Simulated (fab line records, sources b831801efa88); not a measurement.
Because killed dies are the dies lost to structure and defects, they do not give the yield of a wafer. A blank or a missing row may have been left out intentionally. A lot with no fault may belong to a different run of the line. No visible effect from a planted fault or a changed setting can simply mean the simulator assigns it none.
Chamber matching | flow sky130 | cmp-01 running SKY_FIELD_ISO_CMP_27: 4 sister chambers
The step polishes, stops on Si3N4, t overpolish 16 s, target thk 457.8 nm. 8 wafers are shown with their chamber, then 10 later ones without.

## WAFERS PAIRED WITH THEIR CHAMBERS
wafer  | chamber | motor_current_A (A) | time_to_endpoint_s (s)
L278.6 | 1       | 13.1                | 121
L281.6 | 0       | 14.7                | 102
L284.5 | 2       | 11.1                | 116
L287.4 | 3       | 12.9                | 109
L287.5 | 1       | 13.8                | 118
L287.6 | 2       | 11.1                | 115
L289.1 | 0       | 13.6                | 103
L289.2 | 3       | 13.5                | 108

## WAFERS WHOSE CHAMBER IS MISSING
wafer  | motor_current_A (A) | time_to_endpoint_s (s)
L289.3 | 13.4                | 114
L291.1 | 13.0                | 110
L291.2 | 10.9                | 108
L291.4 | 14.9                | 104
L292.2 | 14.1                | 116
L292.3 | 13.6                | 110
L292.6 | 13.6                | 102
L295.3 | 14.2                | 119
L295.4 | 12.9                | 101
L295.5 | 12.8                | 109

## CHAMBER TAKEN BY EACH
wafer  | from the rows above          | in truth
L289.3 | can't be placed: 1 or 3 or 2 | 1
L291.1 | 3                            | 3
L291.2 | can't be placed: 3 or 2      | 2
L291.4 | 0                            | 0
L292.2 | 1                            | 1
L292.3 | 3                            | 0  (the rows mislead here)
L292.6 | 0                            | 0
L295.3 | 1                            | 1
L295.4 | 0                            | 0
L295.5 | 3                            | 3
7 of 10 placed correctly. From these rows, 2 cannot be placed; in 2 the true chamber is one of the candidates. Placed wrongly: 1.
How it was worked out, from the rows above alone: a wafer's distance from a chamber is the root of the sum, over the readings, of the square of ((its reading less the chamber's mean) divided by the reading's scatter). The wafer belongs to the nearest chamber; if the next one is less than 2 further off, it can't be placed. The mean given for a chamber averages the wafers shown for that chamber. The scatter: the root of (the sum of the squares of (reading less its chamber's mean) over the shown wafers, divided by (wafers less chambers)).
